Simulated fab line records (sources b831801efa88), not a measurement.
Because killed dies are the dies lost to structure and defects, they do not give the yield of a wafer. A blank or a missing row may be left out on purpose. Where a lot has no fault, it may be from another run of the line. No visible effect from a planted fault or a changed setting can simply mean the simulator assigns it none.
The tool behind it: which one? -- flow gf180mcu -- 6 lots with 18 wafers sampled at 2 steps, on a route of 602 steps

## WHAT EACH GAUGE READ, for each wafer
GF_HV_LDD_CD_MEAS_19: target cd 400 nm.
lot,measured,on,cd_nm (nm)
L259,day 11 08:50,cd_sem-01,401.6 397.8 400.2
L262,day 12 09:44,cd_sem-01,- - -
L271,day 15 03:11,cd_sem-02,401.5 401.6 401.8
L273,day 15 21:12,cd_sem-01,400.1 401.5 400.0
L275,day 16 10:59,cd_sem-01,398.7 396.0 397.7
L279,day 18 01:53,cd_sem-02,400.0 399.4 399.7

## TOOL THAT RAN EACH LOT (tool first, then ch and the chambers of the sampled wafers, then the start)
lot,GF_HV_LDD_DEVELOP_18
L259,"litho_track-02 ch 0, day 11 08:41"
L262,"litho_track-02 ch 0, day 12 09:35"
L271,"litho_track-04 ch 0, day 15 03:02"
L273,"litho_track-04 ch 0, day 15 21:03"
L275,"litho_track-02 ch 0, day 16 10:50"
L279,"litho_track-04 ch 0, day 18 01:44"
- GF_HV_LDD_DEVELOP_18: develop time 60 s.

## THE ANSWER, worked out from the rows above alone
Rule: the usual values come from the lots themselves. Put in order of their means at a reading, lots are off if they are a third of the lots or fewer, leave a main group of 4 or more, and stand apart from it by a gap of 3 or more times the standard deviation of the main group's means; of several such gaps the widest counts. A main group whose means are all the same, to the digits that the tables above print for the reading, isn't used. Also off: a lot with no number at a reading for which 4 or more lots have one. All remaining lots with rows at the step are treated as sound.
Off at GF_HV_LDD_CD_MEAS_19 (cd_nm): L262. Without a number there: L262. The main group: mean 399.8 nm, standard deviation 1.4.
A tool fits if, at a process step before that reading, it ran every lot that is off, and no sound lot after the first of them. Those tools and the gauges at GF_HV_LDD_CD_MEAS_19 are tried in the same way. No candidate that was tried fits.

## WHAT WAS PUT IN BY THE SIMULATOR
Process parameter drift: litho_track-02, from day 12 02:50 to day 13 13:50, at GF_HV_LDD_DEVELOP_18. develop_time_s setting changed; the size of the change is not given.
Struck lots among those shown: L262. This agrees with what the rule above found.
